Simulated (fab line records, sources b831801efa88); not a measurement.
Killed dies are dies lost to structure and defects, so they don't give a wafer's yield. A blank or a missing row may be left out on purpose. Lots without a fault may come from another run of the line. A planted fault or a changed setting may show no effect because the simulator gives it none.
fab line records | flow sky130 | part 1 of 2: steps 1 to 24 of 32
record lots=5 wafers=15 last_day=49
route steps=708 shown GATE_OXIDE@201 POLY_GATE@204 RES_PROTECT@206
lots that met no fault: from a run of the same line without faults
start_h: hours from the record's first day to the start of the lot's first wafer shown | wait_h: hours since the lot's step before | " the same as in the row above | L1.1+2: a row that stands for several wafers | - no value, or no start given | * or withheld: withheld | < > ~ a bound
route shown NAME@n: a module of which the file shows steps, and the number in the route of the first | usual: mean/standard deviation of fault-free wafers | same: alike in all rows | chamber/n: place in a boat | sites: the reading at each site | _std_site: their standard deviation | _edge_site: outer sites' mean less inner sites' | radius_mm: how far each site lies from the wafer's centre | mask NAME#n: copy n | behind: the tool/chamber that last shaped the wafer | hold: why the lot was held/for how many hours/how that ended | device: the transistor (n, p or np) that didn't switch | end of line: the same wafers' tests at the end of the route | a step without rows: its recipe alone | killed: dies lost to structure and defects at the first sort, not the wafer's yield | map: a wafer's dies, x killed, . not, _ none there
set.NAME: the setting as run; set.NAME@STEP: as run at that earlier step | model.NAME: the simulator's own value behind a step, which no gauge read
lots at some steps of the route; a table a step, a row a wafer
services: from which hour (start_h, from the record's first day; less than 0 if before it) a tool's chamber was out of use, for how many hours, and why
## steps
# step SKY_GATE_OXIDE_TW_MEAS_14
# usual GATE_OXIDE_TW=224.4/0.98
# columns lot.wafer tool chamber start_h wait_h GATE_OXIDE_TW
L077.1 film_metro-04 - 337.20 0.1 223.8
L077.3 " - " " 223.9
L077.4 " - " " 223.7
L078.1 film_metro-02 - 347.25 0.1 222.8
L078.2 " - " " 223.6
L078.4 " - " " 223.5
L085.1 film_metro-02 - 400.41 0.1 224.6
L085.5 " - " " 223.5
L085.6 " - " " 224.5
L089.2 film_metro-02 - 439.07 0.1 224.2
L089.3 " - " " 223.7
L089.6 " - " " 223.2
L088.1 film_metro-02 - 440.91 0.1 224.2
L088.4 " - " " 225.1
L088.6 " - " " 224.8
# step SKY_GATE_OXIDE_CLEAN_15
# recipe chemistry=SC1/SC2 mix=1:4:20 temp_c=70 time_s=150 dry=n2_spin
# usual bath_guard_temp_C=70.0/0.52
# columns lot.wafer tool chamber start_h wait_h bath_guard_temp_C
L077.1 wet_bench-04 1 337.26 0.1 69.6
L077.3 " 1 " " 69.6
L077.4 " 1 " " 69.4
L078.1 wet_bench-01 0 347.31 0.1 69.8
L078.2 " 0 " " 69.9
L078.4 " 0 " " 69.7
L085.1 wet_bench-01 3 400.47 0.1 69.4
L085.5 " 3 " " 69.4
L085.6 " 3 " " 69.2
L089.2 wet_bench-01 1 439.12 0.0 70.2
L089.3 " 1 " " 70.3
L089.6 " 1 " " 70.0
L088.1 wet_bench-04 3 440.97 0.1 70.4
L088.4 " 3 " " 70.1
L088.6 " 3 " " 70.3
# step SKY_GATE_OXIDE_OXIDATION_16
# recipe temp_c=800 ambient=O2 idle_temp_c=700 ramp_up_c_per_min=10 ramp_down_c_per_min=3 stabilise_s=600 purge_s=300 target_thk_a=35.7 ox_time_s=1915
# usual spike_tc_centre_C=799.5/1 spike_tc_top_C=814.5/2.4
# columns lot.wafer tool chamber start_h wait_h spike_tc_centre_C spike_tc_top_C
L077.1 furnace-02 0 337.82 0.5 800.0 815.2
L077.3 " 0 " " 797.9 817.2
L077.4 " 0 " " 799.4 816.6
L078.1 furnace-02 0 348.22 0.9 799.3 817.3
L078.2 " 0 " " 796.8 816.4
L078.4 " 0 " " 799.8 817.3
L085.1 furnace-01 0 401.63 1.1 798.2 812.0
L085.5 " 0 " " 799.9 813.2
L085.6 " 0 " " 798.6 811.4
L089.2 furnace-01 0 440.21 1.0 798.8 812.5
L089.3 " 0 " " 801.6 811.4
L089.6 " 0 " " 797.9 812.6
L088.1 furnace-01 0 441.74 0.7 798.8 811.1
L088.4 " 0 " " 800.2 814.1
L088.6 " 0 " " 799.7 812.4
# step SKY_POLY_GATE_CVD_00
# recipe material=poly-Si target_thk_nm=180 temp_c=620 time_s=720 pressure_mtorr=200
# usual spike_tc_centre_C=621.1/1.4 spike_tc_top_C=639.2/2.3
# columns lot.wafer tool chamber start_h wait_h spike_tc_centre_C spike_tc_top_C
L077.1 lpcvd-01 1 339.35 0.0 621.4 636.2
L077.3 " 1 " " 618.6 637.8
L077.4 " 1 " " 620.4 637.9
L078.1 lpcvd-01 0 349.75 0.0 624.0 641.0
L078.2 " 0 " " 622.5 640.8
L078.4 " 0 " " 621.5 641.5
L085.1 lpcvd-01 0 403.16 0.0 621.5 641.3
L085.5 " 0 " " 623.1 641.9
L085.6 " 0 " " 622.9 641.9
L089.2 lpcvd-01 0 441.74 0.0 622.5 640.8
L089.3 " 0 " " 622.1 641.4
L089.6 " 0 " " 622.0 642.3
L088.1 lpcvd-01 1 443.27 0.0 619.9 637.1
L088.4 " 1 " " 621.0 637.4
L088.6 " 1 " " 621.0 636.7
# step SKY_POLY_GATE_THK_MEAS_01
# recipe reads=poly-Si_of_POLY_GATE_CVD_00
# usual POLY_GATE_CVD_00_THK=178.8/1.8
# columns lot.wafer tool chamber start_h wait_h POLY_GATE_CVD_00_THK[nm]
L077.1 film_metro-01 - 340.55 0.0 178.4
L077.3 " - " " 178.8
L077.4 " - " " 178.0
L078.1 film_metro-01 - 351.55 0.0 178.4
L078.2 " - " " 177.2
L078.4 " - " " 177.2
L085.1 film_metro-01 - 404.36 0.0 180.5
L085.5 " - " " 180.6
L085.6 " - " " 179.7
L089.2 film_metro-03 - 442.95 0.0 184.4
L089.3 " - " " 182.3
L089.6 " - " " 181.3
L088.1 film_metro-04 - 444.47 0.0 180.5
L088.4 " - " " 179.9
L088.6 " - " " 180.6
# step SKY_RES_PROTECT_DEHYDRATE_00
# recipe temp_c=200 time_s=60
# usual exhaust_pa=44.8/0.91
# columns lot.wafer tool chamber start_h wait_h exhaust_pa
L077.1 litho_track-02 0 354.47 13.9 44.3
L077.3 " 0 " " 45.2
L077.4 " 0 " " 43.6
L078.1 litho_track-03 0 364.47 12.9 44.2
L078.2 " 0 " " 44.0
L078.4 " 0 " " 45.1
L085.1 litho_track-04 0 419.19 14.8 45.9
L085.5 " 0 " " 44.2
L085.6 " 0 " " 44.4
L089.2 litho_track-04 0 457.52 14.6 44.9
L089.3 " 0 " " 44.0
L089.6 " 0 " " 45.3
L088.1 litho_track-03 0 458.87 14.4 44.7
L088.4 " 0 " " 46.0
L088.6 " 0 " " 45.9
# step SKY_RES_PROTECT_HMDS_01
# recipe prime_time_s=60 prime_temp_c=120
# usual exhaust_pa=45.0/0.77
# columns lot.wafer tool chamber start_h wait_h exhaust_pa
L077.1 litho_track-02 0 354.62 0.1 44.1
L077.3 " 0 " " 45.1
L077.4 " 0 " " 44.5
L078.1 litho_track-03 0 364.62 0.1 45.0
L078.2 " 0 " " 45.4
L078.4 " 0 " " 45.3
L085.1 litho_track-04 0 419.34 0.1 44.6
L085.5 " 0 " " 44.6
L085.6 " 0 " " 44.9
L089.2 litho_track-04 0 457.67 0.1 45.7
L089.3 " 0 " " 46.3
L089.6 " 0 " " 45.5
L088.1 litho_track-03 0 459.02 0.1 44.7
L088.4 " 0 " " 45.0
L088.6 " 0 " " 44.7
# step SKY_RES_PROTECT_COAT_02
# recipe resist=NOVOLAK spin_rpm=3000 resist_thk_nm=1140
# usual exhaust_pa=45.0/0.88 spin_speed_rpm=2999.8/2
# columns lot.wafer tool chamber start_h wait_h exhaust_pa spin_speed_rpm
L077.1 litho_track-02 0 354.77 0.1 45.9 2994.6
L077.3 " 0 " " 44.3 2998.8
L077.4 " 0 " " 44.3 2995.5
L078.1 litho_track-03 0 364.77 0.1 44.1 3002.2
L078.2 " 0 " " 45.1 3003.1
L078.4 " 0 " " 45.0 2998.7
L085.1 litho_track-04 0 419.49 0.1 45.3 2999.3
L085.5 " 0 " " 46.0 2997.2
L085.6 " 0 " " 45.7 2999.9
L089.2 litho_track-04 0 457.82 0.1 44.3 3001.0
L089.3 " 0 " " 45.7 2997.8
L089.6 " 0 " " 44.8 3001.1
L088.1 litho_track-03 0 459.17 0.1 45.5 3002.5
L088.4 " 0 " " 45.6 3000.7
L088.6 " 0 " " 44.8 3001.4
# step SKY_RES_PROTECT_SOFTBAKE_03
# recipe temp_c=90 time_s=60 resist=NOVOLAK
# usual exhaust_pa=44.9/0.95
# columns lot.wafer tool chamber start_h wait_h exhaust_pa
L077.1 litho_track-02 0 354.92 0.1 45.6
L077.3 " 0 " " 43.0
L077.4 " 0 " " 44.7
L078.1 litho_track-03 0 364.92 0.1 46.7
L078.2 " 0 " " 46.2
L078.4 " 0 " " 44.1
L085.1 litho_track-04 0 419.64 0.1 45.2
L085.5 " 0 " " 44.2
L085.6 " 0 " " 43.7
L089.2 litho_track-04 0 457.97 0.1 44.9
L089.3 " 0 " " 43.7
L089.6 " 0 " " 45.2
L088.1 litho_track-03 0 459.32 0.1 46.0
L088.4 " 0 " " 45.2
L088.6 " 0 " " 45.7
# step SKY_RES_PROTECT_EXPOSE_04
# recipe mask_id=RPM na=0.6 source_shape=conventional sigma_outer=0.6 polarization=unpolarized target_cd_nm=1270 dose_mj=131
# columns lot.wafer tool chamber start_h wait_h mask
L077.1+3+4 iline_stepper-02 0 - - RPM#0
L078.1+2+4 iline_stepper-02 0 - - RPM#0
L085.1+5+6 iline_stepper-01 0 - - RPM#0
L089.2+3+6 iline_stepper-02 0 - - RPM#0
L088.1+4+6 iline_stepper-01 0 - - RPM#0
# step SKY_RES_PROTECT_PEB_05
# recipe temp_c=withheld time_s=* resist=NOVOLAK
# usual exhaust_pa=45.0/0.84
# columns lot.wafer tool chamber start_h wait_h exhaust_pa
L077.1 litho_track-02 0 - - 44.3
L077.3 " 0 " " 45.6
L077.4 " 0 " " 45.1
L078.1 litho_track-04 0 - - 44.3
L078.2 " 0 " " 45.4
L078.4 " 0 " " 44.5
L085.1 litho_track-03 0 - - 43.7
L085.5 " 0 " " 45.6
L085.6 " 0 " " 44.3
L089.2 litho_track-04 0 - - 44.5
L089.3 " 0 " " 45.8
L089.6 " 0 " " 43.5
L088.1 litho_track-03 0 - - 45.3
L088.4 " 0 " " 45.6
L088.6 " 0 " " 44.6
# step SKY_RES_PROTECT_DEVELOP_06
# recipe resist=NOVOLAK developer=TMAH develop_time_s=60 dev_temp_c=23
# usual developer_temp_C=22.98/0.11 exhaust_pa=45.0/0.76
# columns lot.wafer tool chamber start_h wait_h developer_temp_C exhaust_pa
L077.1 litho_track-02 0 368.62 0.1 23.19 46.3
L077.3 " 0 " " 23.08 46.3
L077.4 " 0 " " 22.82 45.5
L078.1 litho_track-04 0 378.09 0.1 22.88 45.0
L078.2 " 0 " " 22.99 44.6
L078.4 " 0 " " 23.05 45.1
L085.1 litho_track-03 0 434.67 0.1 22.84 45.6
L085.5 " 0 " " 23.08 44.9
L085.6 " 0 " " 22.88 45.0
L089.2 litho_track-04 0 472.72 0.1 22.80 44.6
L089.3 " 0 " " 22.79 45.7
L089.6 " 0 " " 23.04 45.6
L088.1 litho_track-03 0 474.52 0.1 22.96 45.0
L088.4 " 0 " " 23.01 44.6
L088.6 " 0 " " 22.94 44.7
# step SKY_POLY_GATE_IMPLANT_02
# recipe species=P energy_kev=30 dose_cm2=7.7e+15 tilt_deg=0
# usual dose_ions_cm2=7.699e+15/7.9e+12
# columns lot.wafer tool chamber start_h wait_h dose_ions_cm2
L077.1 implanter-02 0 368.77 0.1 7.707e+15
L077.3 " 0 " " 7.697e+15
L077.4 " 0 " " 7.692e+15
L078.1 implanter-04 0 378.24 0.1 7.69e+15
L078.2 " 0 " " 7.694e+15
L078.4 " 0 " " 7.701e+15
L085.1 implanter-03 0 434.82 0.1 7.71e+15
L085.5 " 0 " " 7.698e+15
L085.6 " 0 " " 7.705e+15
L089.2 implanter-02 0 472.87 0.1 7.7e+15
L089.3 " 0 " " 7.701e+15
L089.6 " 0 " " 7.695e+15
L088.1 implanter-04 0 474.67 0.1 7.693e+15
L088.4 " 0 " " 7.703e+15
L088.6 " 0 " " 7.703e+15
# step SKY_RES_PROTECT_STRIP_07
# recipe chemistry=O2/N2 power_w=1400 pressure_mtorr=1500 platen_temp_c=withheld o2_flow_sccm=3000 n2_flow_sccm=300 overash_fraction=0.5
# usual drypump_motor_current_A=5.48/0.21 o2_flow_sccm=3000/9 oes_product_au=0.518/0.0044 strip_time_to_endpoint_s=23.29/0.043
# columns lot.wafer tool chamber start_h wait_h drypump_motor_current_A o2_flow_sccm oes_product_au rf_hours_counter_h strip_time_to_endpoint_s
L077.1 plasma_asher-03 0 368.92 0.1 5.45 3013 0.519 25 23.25
L077.3 " 0 " " 5.45 3011 0.520 - 23.28
L077.4 " 1 " " 5.14 3017 0.516 - 23.25
L078.1 plasma_asher-03 1 378.39 0.1 5.11 2996 0.518 26 23.31
L078.2 " 0 " " 5.43 3003 0.522 26 23.31
L078.4 " 1 " " 5.11 2983 0.526 - 23.31
L085.1 plasma_asher-03 0 434.97 0.1 5.45 3002 0.521 30 23.37
L085.5 " 0 " " 5.45 2995 0.521 - 23.36
L085.6 " 1 " " 5.15 3012 0.522 - 23.37
L089.2 plasma_asher-03 1 472.99 0.1 5.15 2987 0.524 34 23.32
L089.3 " 1 " " 5.17 2987 0.522 - 23.31
L089.6 " 1 " " 5.15 2988 0.520 - 23.30
L088.1 plasma_asher-04 0 474.82 0.1 5.80 2991 0.521 4 23.29
L088.4 " 0 " " 5.80 2999 0.510 - 23.34
L088.6 " 1 " " 5.78 3004 0.516 - 23.39
# step SKY_RES_PROTECT_TW_MEAS_08
# usual POLY_GATE_TW=4047/26
# columns lot.wafer tool chamber start_h wait_h POLY_GATE_TW
L077.1 film_metro-03 - 369.02 0.1 4037
L077.3 " - " " 4041
L077.4 " - " " 4050
L078.1 film_metro-02 - 378.49 0.1 4001
L078.2 " - " " 3992
L078.4 " - " " 4011
L085.1 film_metro-02 - 435.07 0.1 4030
L085.5 " - " " 4053
L085.6 " - " " 4028
L089.2 film_metro-02 - 473.10 0.1 4042
L089.3 " - " " 4061
L089.6 " - " " 4062
L088.1 film_metro-03 - 474.92 0.1 4033
L088.4 " - " " 4041
L088.6 " - " " 4047
# step SKY_RES_PROTECT_CLEAN_09
# recipe chemistry=SC1/SC2 mix=1:4:20 temp_c=70 time_s=150 dry=n2_spin
# usual bath_guard_temp_C=70.0/0.52
# columns lot.wafer tool chamber start_h wait_h bath_guard_temp_C
L077.1 wet_bench-02 3 369.08 0.1 69.9
L077.3 " 3 " " 70.2
L077.4 " 3 " " 70.6
L078.1 wet_bench-04 1 378.55 0.1 69.4
L078.2 " 1 " " 69.6
L078.4 " 1 " " 69.2
L085.1 wet_bench-02 2 435.13 0.1 70.5
L085.5 " 2 " " 70.7
L085.6 " 2 " " 70.1
L089.2 wet_bench-04 0 473.15 0.0 69.9
L089.3 " 0 " " 70.0
L089.6 " 0 " " 70.2
L088.1 wet_bench-01 1 474.98 0.1 70.2
L088.4 " 1 " " 70.0
L088.6 " 1 " " 69.8
# step SKY_POLY_GATE_CVD_03
# recipe material=Si3N4 precursor=DCS/NH3 target_thk_nm=75 temp_c=770 time_s=1290 pressure_mtorr=250
# usual spike_tc_centre_C=770.8/1.6 spike_tc_top_C=787.0/1.1
# columns lot.wafer tool chamber start_h wait_h spike_tc_centre_C spike_tc_top_C
L077.1 lpcvd-02 0 369.23 0.1 769.3 786.0
L077.3 " 0 " " 769.0 786.2
L077.4 " 0 " " 769.6 787.8
L078.1 lpcvd-02 1 379.24 0.6 772.1 785.3
L078.2 " 1 " " 770.8 787.7
L078.4 " 1 " " 772.3 788.6
L085.1 lpcvd-02 1 435.92 0.7 771.7 785.1
L085.5 " 1 " " 773.5 786.0
L085.6 " 1 " " 772.5 786.8
L089.2 lpcvd-02 0 473.20 0.0 770.9 789.1
L089.3 " 0 " " 769.4 786.0
L089.6 " 0 " " 767.4 785.1
L088.1 lpcvd-02 1 475.04 0.0 773.6 784.7
L088.4 " 1 " " 771.7 786.0
L088.6 " 1 " " 771.9 788.0
# step SKY_POLY_GATE_THK_MEAS_04
# recipe reads=Si3N4_of_POLY_GATE_CVD_03
# usual POLY_GATE_CVD_03_THK=74.2/0.57
# columns lot.wafer tool chamber start_h wait_h POLY_GATE_CVD_03_THK[nm]
L077.1 film_metro-03 - 370.59 0.0 73.9
L077.3 " - " " 73.8
L077.4 " - " " 74.8
L078.1 film_metro-03 - 380.60 0.0 74.4
L078.2 " - " " 74.9
L078.4 " - " " 74.3
L085.1 film_metro-03 - 437.27 0.0 74.0
L085.5 " - " " 73.9
L085.6 " - " " 74.2
L089.2 film_metro-01 - 474.57 0.0 73.8
L089.3 " - " " 74.7
L089.6 " - " " 74.2
L088.1 film_metro-04 - 476.40 0.0 73.9
L088.4 " - " " 73.7
L088.6 " - " " 74.2
# step SKY_POLY_GATE_DEHYDRATE_05
# recipe temp_c=200 time_s=60
# usual exhaust_pa=45.0/1.1
# columns lot.wafer tool chamber start_h wait_h exhaust_pa
L077.1 litho_track-03 0 384.57 14.0 45.7
L077.3 " 0 " " 44.4
L077.4 " 0 " " 45.0
L078.1 litho_track-02 0 394.82 14.2 45.0
L078.2 " 0 " " 45.0
L078.4 " 0 " " 43.8
L085.1 litho_track-01 0 452.31 15.0 43.4
L085.5 " 0 " " 43.7
L085.6 " 0 " " 44.1
L089.2 litho_track-03 0 489.65 15.1 42.5
L089.3 " 0 " " 44.1
L089.6 " 0 " " 43.7
L088.1 litho_track-03 0 491.22 14.8 44.6
L088.4 " 0 " " 43.5
L088.6 " 0 " " 45.3
# step SKY_POLY_GATE_HMDS_06
# recipe prime_time_s=60 prime_temp_c=120
# usual exhaust_pa=45.0/0.81
# columns lot.wafer tool chamber start_h wait_h exhaust_pa
L077.1 litho_track-03 0 384.72 0.1 45.5
L077.3 " 0 " " 45.5
L077.4 " 0 " " 45.7
L078.1 litho_track-02 0 394.97 0.1 44.9
L078.2 " 0 " " 44.4
L078.4 " 0 " " 45.3
L085.1 litho_track-01 0 452.46 0.1 43.7
L085.5 " 0 " " 45.6
L085.6 " 0 " " 45.0
L089.2 litho_track-03 0 489.80 0.1 44.6
L089.3 " 0 " " 45.1
L089.6 " 0 " " 44.0
L088.1 litho_track-03 0 491.37 0.1 43.4
L088.4 " 0 " " 43.5
L088.6 " 0 " " 44.2
# step SKY_POLY_GATE_COAT_07
# recipe resist=BARC temp_c=withheld time_s=withheld spin_rpm=3000 resist_thk_nm=110
# usual exhaust_pa=45.0/0.9 spin_speed_rpm=2999.9/2
# columns lot.wafer tool chamber start_h wait_h exhaust_pa spin_speed_rpm
L077.1 litho_track-03 0 384.87 0.1 44.0 3004.3
L077.3 " 0 " " 44.8 2999.9
L077.4 " 0 " " 43.1 2999.1
L078.1 litho_track-02 0 395.12 0.1 44.0 2999.6
L078.2 " 0 " " 44.0 2996.5
L078.4 " 0 " " 44.3 3002.1
L085.1 litho_track-01 0 452.61 0.1 45.9 2998.4
L085.5 " 0 " " 45.7 3003.4
L085.6 " 0 " " 45.3 2997.7
L089.2 litho_track-03 0 489.95 0.1 45.7 3001.8
L089.3 " 0 " " 45.7 2997.7
L089.6 " 0 " " 44.1 2997.1
L088.1 litho_track-03 0 491.52 0.1 45.2 3000.1
L088.4 " 0 " " 45.7 3001.6
L088.6 " 0 " " 43.2 3002.2
# step SKY_POLY_GATE_COAT_08
# recipe resist=KrF-thick spin_rpm=3000 resist_thk_nm=450
# usual exhaust_pa=45.3/0.81 spin_speed_rpm=2999.6/1.9
# columns lot.wafer tool chamber start_h wait_h exhaust_pa spin_speed_rpm
L077.1 litho_track-03 0 - - 45.5 3001.6
L077.3 " 0 " " 43.9 2997.6
L077.4 " 0 " " 45.1 3001.7
L078.1 litho_track-02 0 - - 45.5 2998.0
L078.2 " 0 " " 46.0 2998.7
L078.4 " 0 " " 45.4 2997.0
L085.1 litho_track-01 0 - - 44.5 3000.7
L085.5 " 0 " " 45.7 2999.1
L085.6 " 0 " " 45.9 2996.8
L089.2 litho_track-03 0 - - 45.5 3000.6
L089.3 " 0 " " 44.4 2998.6
L089.6 " 0 " " 45.5 3002.2
L088.1 litho_track-03 0 - - 45.4 2999.4
L088.4 " 0 " " 44.3 2998.7
L088.6 " 0 " " 45.8 2999.9
# step SKY_POLY_GATE_SOFTBAKE_09
# recipe temp_c=100 time_s=90 resist=KrF-thick
# usual exhaust_pa=44.9/0.89
# columns lot.wafer tool chamber start_h wait_h exhaust_pa
L077.1 litho_track-03 0 - - 46.8
L077.3 " 0 " " 45.3
L077.4 " 0 " " 46.8
L078.1 litho_track-02 0 - - 44.1
L078.2 " 0 " " 44.9
L078.4 " 0 " " 44.1
L085.1 litho_track-01 0 - - 45.0
L085.5 " 0 " " 46.4
L085.6 " 0 " " 45.8
L089.2 litho_track-03 0 - - 45.1
L089.3 " 0 " " 45.8
L089.6 " 0 " " 45.7
L088.1 litho_track-03 0 - - 44.6
L088.4 " 0 " " 43.9
L088.6 " 0 " " 45.8
# step SKY_POLY_GATE_EXPOSE_10
# recipe mask_id=P1M na=0.68 source_shape=conventional sigma_outer=0.6 target_cd_nm=150 dose_mj=28
# columns lot.wafer tool chamber start_h wait_h mask
L077.1+3+4 krf_scanner-01 0 - - P1M#0
L078.1+2+4 krf_scanner-01 0 - - P1M#0
L085.1+5+6 krf_scanner-02 0 - - P1M#0
L089.2+3+6 krf_scanner-02 0 - - P1M#0
L088.1+4+6 krf_scanner-02 0 - - P1M#0
